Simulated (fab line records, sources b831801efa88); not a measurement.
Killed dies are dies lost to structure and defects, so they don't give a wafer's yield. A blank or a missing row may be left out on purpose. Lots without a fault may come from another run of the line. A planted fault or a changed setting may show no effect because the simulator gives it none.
Which tool did it? | flow sfq_line | 13 lots, 39 wafers sampled, at 3 steps of a route of 325

WHAT THE GAUGES READ, wafer by wafer
The record holds no reading of a measuring or inspecting step that can be judged against a usual standard deviation.

WHICH TOOL RAN EACH LOT (tool, then ch and the chambers of the sampled wafers, then the start)
lot  | SFQ_TRILAYER_I7_CMP_CMP_184   | SFQ_TRILAYER_I7_METRO_MEASURE_185 | SFQ_TRILAYER_I7_VIA_ETCH_VIA_ETCH_190
L765 | cmp-01 ch 0,1,3, day 70 15:57 | film_metro-01, day 70 18:34       | rie_diel-02 ch 0,1,2, day 71 14:25
L766 | cmp-02 ch 0,1,2, day 70 20:39 | film_metro-03, day 70 22:46       | rie_diel-04 ch 1,3, day 71 19:13
L770 | cmp-01 ch 0,2, day 73 07:03   | film_metro-02, day 73 09:40       | rie_diel-02 ch 0,1,2, day 73 16:13
L771 | cmp-02 ch 0,1, day 73 14:55   | film_metro-01, day 73 18:38       | rie_diel-04 ch 2,3, day 74 01:49
L773 | cmp-02 ch 0,1, day 74 06:25   | film_metro-03, day 74 09:44       | rie_diel-04 ch 0,1,3, day 76 18:50
L776 | cmp-01 ch 0,1,3, day 76 18:46 | film_metro-01, day 76 21:53       | rie_diel-03 ch 0,1,2, day 77 06:38
L777 | cmp-02 ch 0,2,3, day 76 22:25 | film_metro-02, day 77 01:56       | rie_diel-04 ch 0,1, day 77 07:50
L778 | cmp-01 ch 0,3, day 77 18:25   | film_metro-02, day 77 21:44       | rie_diel-02 ch 1,2, day 78 01:11
L779 | cmp-01 ch 1,3, day 78 16:34   | film_metro-01, day 78 19:23       | rie_diel-04 ch 0,2,3, day 78 22:50
L782 | cmp-01 ch 0,1,2, day 80 00:08 | film_metro-03, day 80 02:28       | rie_diel-03 ch 0,1,2, day 80 10:44
L783 | cmp-02 ch 0,2,3, day 80 01:26 | film_metro-01, day 80 04:28       | rie_diel-03 ch 0,1, day 80 14:20
L784 | cmp-02 ch 0,1,3, day 80 05:02 | film_metro-03, day 80 07:40       | rie_diel-04 ch 0,1,2, day 80 16:44
L785 | cmp-01 ch 1,2,3, day 80 08:17 | film_metro-02, day 80 11:00       | rie_diel-02 ch 1,2,3, day 80 19:08
- SFQ_TRILAYER_I7_CMP_CMP_184: polishes SiO2.
- SFQ_TRILAYER_I7_METRO_MEASURE_185
- SFQ_TRILAYER_I7_VIA_ETCH_VIA_ETCH_190: etches SiO2 in CHF3, stops on Nb, target depth 260 nm.

WHAT THE TOOLS THEMSELVES READ (means of the sampled wafers that have a number; where no wafer has one, the mark that the record gives instead)
SFQ_TRILAYER_I7_CMP_CMP_184. Usual: motor_current_A 10.6 A, standard deviation 0.57; time_to_endpoint_s 213 s, standard deviation 5.9.
lot  | tool   | motor_current_A (A) | time_to_endpoint_s (s) | flag
L765 | cmp-01 | 10.8                | 211                    |
L766 | cmp-02 | 10.7                | 215                    |
L770 | cmp-01 | 10.5                | 203                    |
L771 | cmp-02 | 10.0                | 220                    |
L773 | cmp-02 | 9.8                 | 210                    |
L776 | cmp-01 | 10.4                | 209                    |
L777 | cmp-02 | 10.9                | 209                    |
L778 | cmp-01 | 10.6                | 211                    |
L779 | cmp-01 | 10.7                | 211                    |
L782 | cmp-01 | 10.6                | 224                    |
L783 | cmp-02 | 10.9                | 218                    |
L784 | cmp-02 | 10.5                | 218                    |
L785 | cmp-01 | 10.8                | 213                    |

SFQ_TRILAYER_I7_METRO_MEASURE_185. Usual: thk_nm 199.9 nm, standard deviation 0.87.
lot  | tool          | thk_nm (nm) | flag
L765 | film_metro-01 | 198.9       |
L766 | film_metro-03 | 199.8       |
L770 | film_metro-02 | 217.4       | OFF
L771 | film_metro-01 | 200.2       |
L773 | film_metro-03 | 200.1       |
L776 | film_metro-01 | 200.4       |
L777 | film_metro-02 | 198.5       |
L778 | film_metro-02 | 200.3       |
L779 | film_metro-01 | 200.1       |
L782 | film_metro-03 | 199.1       |
L783 | film_metro-01 | 200.0       |
L784 | film_metro-03 | 200.3       |
L785 | film_metro-02 | 200.1       |

SFQ_TRILAYER_I7_VIA_ETCH_VIA_ETCH_190. Usual: drypump_motor_current_A 5.6 A, standard deviation 0.45; oes_product_au 0.854 a.u., standard deviation 0.0049.
lot  | tool        | drypump_motor_current_A (A) | oes_product_au (a.u.) | flag
L765 | rie_diel-02 | 5.7                         | 0.853                 |
L766 | rie_diel-04 | 5.1                         | 0.858                 |
L770 | rie_diel-02 | 5.7                         | 0.895                 | OFF
L771 | rie_diel-04 | 5.5                         | 0.852                 |
L773 | rie_diel-04 | 5.5                         | 0.858                 |
L776 | rie_diel-03 | 5.8                         | 0.860                 |
L777 | rie_diel-04 | 5.3                         | 0.852                 |
L778 | rie_diel-02 | 5.3                         | 0.857                 |
L779 | rie_diel-04 | 5.7                         | 0.852                 |
L782 | rie_diel-03 | 5.8                         | 0.854                 |
L783 | rie_diel-03 | 6.0                         | 0.852                 |
L784 | rie_diel-04 | 5.5                         | 0.855                 |
L785 | rie_diel-02 | 5.3                         | 0.854                 |

THE ANSWER, worked out from the rows above alone
Rule: a lot is off if the mean of its wafers that have a number lies more than 3 standard deviations from the usual mean. A lot without any number at a reading at which 4 lots or more have one is off too. The other lots that the step has rows for count as sound. The gauges are gone through in route order, then the tools' own readings, and for those a lot's mean is taken as printed above. The first step at which some lot is off is used, and at that step the reading that is off furthest; a lot without a number counts as furthest.
Off: L770, at SFQ_TRILAYER_I7_METRO_MEASURE_185 (thk_nm).
A tool fits if, at that step or a process step before it, it ran every lot that is off, and no sound lot after the first of them. None of those tried fits.

WHAT THE SIMULATOR HAD PUT IN
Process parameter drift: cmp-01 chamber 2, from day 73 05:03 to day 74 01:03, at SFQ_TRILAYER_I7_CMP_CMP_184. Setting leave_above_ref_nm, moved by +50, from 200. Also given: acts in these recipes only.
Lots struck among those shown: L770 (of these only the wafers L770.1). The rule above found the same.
